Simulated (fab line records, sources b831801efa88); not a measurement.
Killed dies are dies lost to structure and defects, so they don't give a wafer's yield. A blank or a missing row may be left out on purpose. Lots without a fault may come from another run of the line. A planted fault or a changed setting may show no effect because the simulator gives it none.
fab line records | flow gf180mcu
record lots=14 wafers=42 last_day=34
route steps=602 shown CONTACT@309 M1@318 V1@356 M2@362
lots that met no fault: from a run of the same line without faults
start_h: hours from the record's first day to the start of the lot's first wafer shown | wait_h: hours since the lot's step before | " the same as in the row above | L1.1+2: a row that stands for several wafers | - no value, or no start given | * or withheld: withheld | < > ~ a bound
route shown NAME@n: a module of which the file shows steps, and the number in the route of the first | usual: mean/standard deviation of fault-free wafers | same: alike in all rows | chamber/n: place in a boat | sites: the reading at each site | _std_site: their standard deviation | _edge_site: outer sites' mean less inner sites' | radius_mm: how far each site lies from the wafer's centre | mask NAME#n: copy n | behind: the tool/chamber that last shaped the wafer | hold: why the lot was held/for how many hours/how that ended | device: the transistor (n, p or np) that didn't switch | end of line: the same wafers' tests at the end of the route | a step without rows: its recipe alone | killed: dies lost to structure and defects at the first sort, not the wafer's yield | map: a wafer's dies, x killed, . not, _ none there
set.NAME: the setting as run; set.NAME@STEP: as run at that earlier step | model.NAME: the simulator's own value behind a step, which no gauge read
steps of the route over a sample of lots; a table a step, a row a wafer
services: from which hour (start_h, from the record's first day; less than 0 if before it) a tool's chamber was out of use, for how many hours, and why
## steps
# step GF_CONTACT_SPUTTER_22
# recipe material=Ti target_thk_nm=15 chamber_pressure_pa=5 power_w=2500 substrate_temp_c=200 time_s=80.02
# usual cathode_dc_power_W=2500.0/0.44 chamber_pressure_pa=5.002/0.01 throttle_valve_pct=29.9/0.44
# same time_s=80.02
# columns lot.wafer tool chamber start_h wait_h cathode_dc_power_W chamber_pressure_pa throttle_valve_pct
L683.1 pvd_sputter-01 - 362.24 0.0 2499.1 5.016 29.9
L683.2 " - " " 2500.0 4.991 30.2
L683.6 " - " " 2499.5 5.010 29.7
L684.1 pvd_sputter-01 - 370.00 0.0 2500.2 5.014 30.4
L684.2 " - " " 2500.0 4.991 29.8
L684.4 " - " " 2500.1 4.996 30.4
L685.2 pvd_sputter-01 - 376.05 0.0 2499.9 5.010 29.8
L685.3 " - " " 2500.1 4.996 30.6
L685.4 " - " " 2500.4 4.990 30.1
L688.1 pvd_sputter-01 - 413.14 0.0 2499.6 4.992 30.0
L688.4 " - " " 2499.9 5.021 30.1
L688.5 " - " " 2500.0 5.007 30.5
L689.2 pvd_sputter-02 - 420.94 0.0 2499.9 4.984 29.2
L689.5 " - " " 2499.9 4.994 29.5
L689.6 " - " " 2499.8 5.006 29.1
L690.2 pvd_sputter-02 - 427.14 0.0 2499.8 4.992 29.5
L690.3 " - " " 2499.7 4.997 30.4
L690.4 " - " " 2500.2 5.010 29.6
L691.1 pvd_sputter-02 - 437.65 0.0 2499.9 4.974 29.4
L691.3 " - " " 2500.1 4.992 30.0
L691.6 " - " " 2500.0 4.980 29.8
L692.1 pvd_sputter-03 - 453.90 0.0 2499.9 4.992 30.0
L692.4 " - " " 2500.6 5.005 29.4
L692.5 " - " " 2499.9 5.030 30.2
L693.2 pvd_sputter-01 - 463.35 0.0 2499.9 4.990 29.9
L693.5 " - " " 2499.9 4.997 30.3
L693.6 " - " " 2500.6 4.986 29.9
L695.1 pvd_sputter-02 - 478.54 0.0 2500.4 4.985 30.0
L695.4 " - " " 2499.4 5.018 29.6
L695.5 " - " " 2499.8 4.995 29.5
L698.1 pvd_sputter-01 - 500.39 0.0 2499.2 5.013 29.7
L698.2 " - " " 2500.5 5.012 29.9
L698.6 " - " " 2499.3 5.006 29.5
L700.1 pvd_sputter-01 - 514.78 0.0 2500.3 5.009 30.4
L700.4 " - " " 2499.9 4.986 29.9
L700.5 " - " " 2499.6 5.012 30.3
L701.3 pvd_sputter-02 - 521.05 0.0 2500.1 4.994 30.3
L701.5 " - " " 2499.3 5.015 29.8
L701.6 " - " " 2499.9 4.993 30.2
L706.1 pvd_sputter-01 - 560.20 0.0 2500.6 5.014 30.6
L706.4 " - " " 2500.4 5.010 30.0
L706.6 " - " " 2500.8 5.000 30.2
# step GF_M1_SPUTTER_03
# recipe material=Ti target_thk_nm=10 substrate_temp_c=300 chamber_pressure_pa=0.3 power_w=3000 time_s=6.7
# usual cathode_dc_power_W=3000.0/0.51 chamber_pressure_pa=0.2999/0.00059 throttle_valve_pct=30.3/0.82 time_s=6.7/0
# columns lot.wafer tool chamber start_h wait_h cathode_dc_power_W chamber_pressure_pa throttle_valve_pct time_s
L683.1 pvd_sputter-03 - 363.08 0.0 3000.4 0.3000 29.6 6.7
L683.2 " - " " 3000.1 0.2988 30.4 6.7
L683.6 " - " " 3000.4 0.3004 30.2 6.7
L684.1 pvd_sputter-04 - 370.84 0.0 2999.3 0.3002 30.9 6.7
L684.2 " - " " 2999.1 0.2996 31.7 6.7
L684.4 " - " " 2999.4 0.3015 30.9 6.7
L685.2 pvd_sputter-03 - 376.89 0.0 3000.3 0.3013 30.1 6.7
L685.3 " - " " 3000.5 0.3001 29.2 6.7
L685.4 " - " " 3000.0 0.2992 29.7 6.7
L688.1 pvd_sputter-04 - 414.01 0.0 2999.9 0.2994 30.8 6.7
L688.4 " - " " 3000.1 0.3001 30.8 6.7
L688.5 " - " " 3000.8 0.3000 31.2 6.7
L689.2 pvd_sputter-03 - 421.78 0.0 3000.1 0.3001 30.3 6.7
L689.5 " - " " 2999.8 0.2995 30.3 6.7
L689.6 " - " " 2999.4 0.2990 29.4 6.7
L690.2 pvd_sputter-02 - 427.98 0.0 3000.6 0.3003 29.7 6.7
L690.3 " - " " 3000.2 0.3001 29.5 6.7
L690.4 " - " " 2999.9 0.2993 30.1 6.7
L691.1 pvd_sputter-04 - 438.50 0.0 2999.6 0.2999 30.8 6.7
L691.3 " - " " 2999.5 0.3006 30.9 6.7
L691.6 " - " " 3000.1 0.2999 30.9 6.7
L692.1 pvd_sputter-04 - 454.74 0.0 3000.1 0.2992 31.0 6.7
L692.4 " - " " 3000.6 0.2994 30.8 6.7
L692.5 " - " " 2999.3 0.3003 30.8 6.7
L693.2 pvd_sputter-04 - 464.19 0.0 2999.3 0.2996 30.8 6.7
L693.5 " - " " 2999.6 0.2997 31.1 6.7
L693.6 " - " " 2999.6 0.3000 31.0 6.7
L695.1 pvd_sputter-02 - 479.39 0.0 3000.7 0.3006 29.9 6.7
L695.4 " - " " 2999.5 0.2995 29.5 6.7
L695.5 " - " " 3000.6 0.2992 29.4 6.7
L698.1 pvd_sputter-04 - 501.23 0.0 3000.4 0.3002 31.8 6.7
L698.2 " - " " 3000.2 0.3009 30.7 6.7
L698.6 " - " " 3000.3 0.3011 30.9 6.7
L700.1 pvd_sputter-02 - 515.62 0.0 - - - -
L700.4 " - " " - - - -
L700.5 " - " " - - - -
L701.3 pvd_sputter-03 - 521.99 0.0 - - - -
L701.5 " - " " - - - -
L701.6 " - " " - - - -
L706.1 pvd_sputter-03 - 561.04 0.0 3000.3 0.3005 29.7 6.7
L706.4 " - " " 3000.0 0.2992 30.4 6.7
L706.6 " - " " 3000.8 0.3004 29.5 6.7
# step GF_V1_SPUTTER_21
# recipe material=Ti target_thk_nm=15 chamber_pressure_pa=5 power_w=2500 substrate_temp_c=200 time_s=80.02
# usual cathode_dc_power_W=2500.0/0.44 chamber_pressure_pa=5.000/0.01 throttle_valve_pct=30.2/0.64
# same time_s=80.02
# columns lot.wafer tool chamber start_h wait_h cathode_dc_power_W chamber_pressure_pa throttle_valve_pct
L683.1 pvd_sputter-02 - 410.67 0.0 2499.7 4.988 29.5
L683.2 " - " " 2499.9 5.006 29.2
L683.6 " - " " 2500.0 4.996 30.2
L684.1 pvd_sputter-01 - 418.93 0.0 2501.1 5.001 30.4
L684.2 " - " " 2500.8 4.994 30.0
L684.4 " - " " 2500.2 4.994 30.3
L685.2 pvd_sputter-02 - 426.01 0.0 2500.0 4.989 30.0
L685.3 " - " " 2500.5 4.996 29.4
L685.4 " - " " 2500.3 4.982 30.3
L688.1 pvd_sputter-02 - 464.89 0.0 2499.7 5.000 29.9
L688.4 " - " " 2499.7 5.002 29.1
L688.5 " - " " 2499.4 4.985 29.9
L689.2 pvd_sputter-01 - 472.71 0.0 2499.7 4.989 30.6
L689.5 " - " " 2500.1 5.003 30.5
L689.6 " - " " 2500.2 4.995 29.9
L690.2 pvd_sputter-01 - 479.31 0.0 2500.4 5.007 29.9
L690.3 " - " " 2499.6 4.996 30.3
L690.4 " - " " 2499.3 5.013 30.1
L691.1 pvd_sputter-02 - 488.95 0.0 2499.4 5.006 29.7
L691.3 " - " " 2500.3 4.994 29.0
L691.6 " - " " 2500.0 5.002 30.5
L692.1 pvd_sputter-04 - 505.04 0.0 2499.8 5.000 32.1
L692.4 " - " " 2500.0 5.001 30.8
L692.5 " - " " 2500.1 4.994 30.9
L693.2 pvd_sputter-02 - 514.04 0.0 2499.0 5.006 29.3
L693.5 " - " " 2500.0 4.989 30.1
L693.6 " - " " 2500.1 5.023 30.2
L695.1 pvd_sputter-02 - 529.01 0.0 2499.6 4.990 29.2
L695.4 " - " " 2500.1 4.998 29.9
L695.5 " - " " 2499.7 4.982 30.1
L698.1 pvd_sputter-02 - 549.34 0.0 2500.2 5.002 30.1
L698.2 " - " " 2499.8 5.004 29.4
L698.6 " - " " 2499.3 5.006 29.9
L706.1 pvd_sputter-04 - 606.43 0.0 2500.3 4.987 31.1
L706.4 " - " " 2498.9 4.988 32.0
L706.6 " - " " 2500.2 5.004 30.6
# step GF_M2_SPUTTER_00
# recipe material=Ti target_thk_nm=37.5 arriving_ion_energy_ev=80 substrate_temp_c=200 chamber_pressure_pa=2 power_w=4000 time_s=150
# usual cathode_dc_power_W=4000.1/0.69 chamber_pressure_pa=2.000/0.0039 throttle_valve_pct=30.1/0.69
# same time_s=150
# columns lot.wafer tool chamber start_h wait_h cathode_dc_power_W chamber_pressure_pa throttle_valve_pct
L683.1 pvd_sputter-03 - 411.51 0.2 3999.8 2.001 29.1
L683.2 " - " " 4000.6 1.994 30.4
L683.6 " - " " 4001.1 2.002 29.0
L684.1 pvd_sputter-04 - 419.62 0.2 3999.4 2.004 31.1
L684.2 " - " " 3998.7 1.998 30.8
L684.4 " - " " 3999.8 1.999 32.0
L685.2 pvd_sputter-03 - 426.70 0.1 4001.3 1.996 29.9
L685.3 " - " " 3999.2 2.000 30.2
L685.4 " - " " 4001.1 2.004 29.4
L688.1 pvd_sputter-03 - 465.58 0.1 4000.9 1.997 29.9
L688.4 " - " " 3999.1 2.000 30.1
L688.5 " - " " 4001.3 1.998 29.8
L689.2 pvd_sputter-03 - 473.40 0.1 3999.8 2.002 29.3
L689.5 " - " " 4000.6 2.001 30.3
L689.6 " - " " 3999.4 2.000 29.3
L690.2 pvd_sputter-03 - 480.00 0.2 4001.3 2.006 30.2
L690.3 " - " " 3999.8 2.000 29.5
L690.4 " - " " 3998.6 1.999 29.0
L691.1 pvd_sputter-03 - 489.64 0.2 3998.9 2.003 30.2
L691.3 " - " " 4000.3 1.999 29.3
L691.6 " - " " 3998.9 2.001 29.7
L692.1 pvd_sputter-01 - 505.73 0.2 4000.3 1.996 30.1
L692.4 " - " " 3999.8 2.004 29.8
L692.5 " - " " 3999.9 2.004 30.2
L693.2 pvd_sputter-03 - 514.75 0.1 4001.4 2.000 30.4
L693.5 " - " " 4000.5 2.001 30.1
L693.6 " - " " 4000.7 2.007 29.8
L695.1 pvd_sputter-04 - 529.71 0.2 4000.4 1.996 31.7
L695.4 " - " " 4001.0 2.002 30.9
L695.5 " - " " 3999.6 1.998 31.0
L698.1 pvd_sputter-01 - 550.03 0.2 4000.4 2.002 29.7
L698.2 " - " " 3999.0 1.995 29.8
L698.6 " - " " 4000.6 2.006 29.8
L706.1 pvd_sputter-03 - 607.12 0.2 4000.4 1.999 30.1
L706.4 " - " " 4001.5 2.006 29.7
L706.6 " - " " 4001.1 1.998 30.2
## services
# columns tool chamber start_h hours kind
pvd_sputter-02 - 343.77 2.7 repair
pvd_sputter-04 - 392.12 0.5 repair
pvd_sputter-03 - 446.09 1.4 repair
pvd_sputter-03 - 468.45 3.9 repair
pvd_sputter-01 - 526.01 9.5 repair
pvd_sputter-04 - 549.83 3.3 repair
pvd_sputter-04 - 571.33 2.6 repair
pvd_sputter-01 - 597.20 0.5 repair
## key
first_sign step=GF_M1_SPUTTER_03 reading=tool_record direction=missing
effect none on later readings
met_at GF_M1_SPUTTER_03
struck_lots L700,L701
later_rows_left_out L700.1,L700.4,L700.5,L701.3,L701.5,L701.6
sort_left_out L700.1,L700.4,L700.5,L701.3,L701.5,L701.6
not_acting_at GF_CONTACT_SPUTTER_22,GF_V1_SPUTTER_21,GF_M2_SPUTTER_00
onset_between 479.39 515.62
fault kind=skipped_step_whole tool=pvd_sputter-02,pvd_sputter-03 chamber=- onset_h=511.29 steps=GF_M1_SPUTTER_03 scope=struck_lots_only
# sort_left_out: the simulated sort isn't trusted on such a fault, so these wafers' sort isn't shown, and their yield isn't known
# later_rows_left_out: the simulator's readings of these wafers behind a module that went badly wrong aren't trusted and aren't shown, but for the sort
